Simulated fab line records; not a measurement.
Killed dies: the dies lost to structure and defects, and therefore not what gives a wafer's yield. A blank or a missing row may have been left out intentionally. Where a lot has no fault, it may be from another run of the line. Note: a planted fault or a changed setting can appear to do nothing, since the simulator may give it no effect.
Split-lot experiment ; flow sfq-line ; 19 wafers read from 5 lots, route of 325 steps

## ABOUT THE SPLIT
At SFQ_TRILAYER_M4_ETCH_METAL_ETCH_096 (etches Nb in Cl2/Ar, stops on SiO2, target depth 240 nm, time 120 s), the setting time-s was moved away from the recipe's 120 s on 5 of the 19 wafers read, by -7.2% to +12.5%. This setting was run at the recipe's value on the other wafers.

The reading is taken at the split's own step.

## THE READING
KrF_of_TRILAYER_M4_LITHO_COAT_093.thk-nm (the simulator's own value, which no gauge read), in nm, at SFQ_TRILAYER_M4_ETCH_METAL_ETCH_096 (etches Nb in Cl2/Ar, stops on SiO2, target depth 240 nm, time 120 s). No usual value for it is given in the file. Here, 14 wafers ran the recipe; their average is 379.0 nm with a standard deviation of 3.5 nm.

wafer;tool, chamber at the split;time-s as run, s;against the recipe;KrF_of_TRILAYER_M4_LITHO_COAT_093.thk-nm, nm;against lot-mates on the recipe
L074.1;rie-metal-03, 0;120;recipe;381.5;-
L074.3;rie-metal-03, 0;120;recipe;382.7;-
L074.4;rie-metal-03, 1;120;recipe;382.9;-
L074.5;rie-metal-03, 0;120;recipe;380.1;-
L074.6;rie-metal-03, 1;120;recipe;384.7;-
L079.2;rie-metal-04, 1;120;recipe;378.6;-
L079.3;rie-metal-04, 1;120;recipe;377;-
L079.4;rie-metal-04, 0;111.4;-7.2%;390.8;+13.0
L079.5;rie-metal-04, 0;111.4;-7.2%;387.5;+9.7
L079.6;rie-metal-04, 1;111.4;-7.2%;387.1;+9.3
L081.2;rie-metal-04, 1;120;recipe;373.8;-
L081.3;rie-metal-04, 0;120;recipe;376;-
L081.4;rie-metal-04, 1;120;recipe;372;-
L082.2;rie-metal-04, 1;120;recipe;377.1;-
L082.4;rie-metal-04, 0;120;recipe;379.6;-
L082.6;rie-metal-04, 0;120;recipe;379.1;-
L083.2;rie-metal-02, 1;135;+12.5%;361.8;-19.6
L083.3;rie-metal-02, 0;135;+12.5%;363.9;-17.5
L083.4;rie-metal-02, 1;120;recipe;381.4;-

FIT RESULTS
A straight line over all 19 wafers: KrF_of_TRILAYER_M4_LITHO_COAT_093.thk-nm changes by -1.3 nm for each +1% of time-s; r = -0.90; the points scatter about the line by 3.2 nm.
The same after taking each lot's own level away (the mean of its wafers on the recipe; 19 wafers): -1.49 nm for each +1%; r = -0.98; scatter 1.4 nm.
Per that fit: largest time-s move, reading shift of 19 nm.
From 373.93 to 382.38 nm: that is the span of the lots' own levels, equal to 2.4 times the standard deviation above.
So the lot-to-lot level changes the slope: the two fits differ.
Check: with one of the wafers moved furthest among these (+12.5%) left out of the fit, the line predicts -17.9 nm for it against its lot-mates. Against them it came out at -19.6 nm.

## THE OTHER SPLITS THESE WAFERS WENT THROUGH
Other splits were also applied to these wafers ahead of the reading. Each is held against what the fit with the lots' levels taken away leaves over:
other split on the same wafers;wafers away from the commonest value;r with KrF_of_TRILAYER_M4_LITHO_COAT_093.thk-nm (lot level and that fit taken away)
SFQ_TRILAYER_I2_VIA_BARC_OPEN_VIA_ETCH_096 time-s;5;-0.08
SFQ_TRILAYER_M3_LITHO_COAT_080 spin-rpm;5;+0.09
SFQ_TRILAYER_I3_VIA_LITHO_PEB_088 peb-temp-c;8;-0.09
SFQ_TRILAYER_I3_VIA_BARC_OPEN_VIA_ETCH_121 source-w;7;+0.15
SFQ_TRILAYER_M4_DEP_SPUTTER_091 power-w;3;-0.19

## THE FILE'S OWN FIT
KrF_of_TRILAYER_M4_LITHO_COAT_093.thk-nm changes by -1.49 nm for each +1% of time-s, r = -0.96.
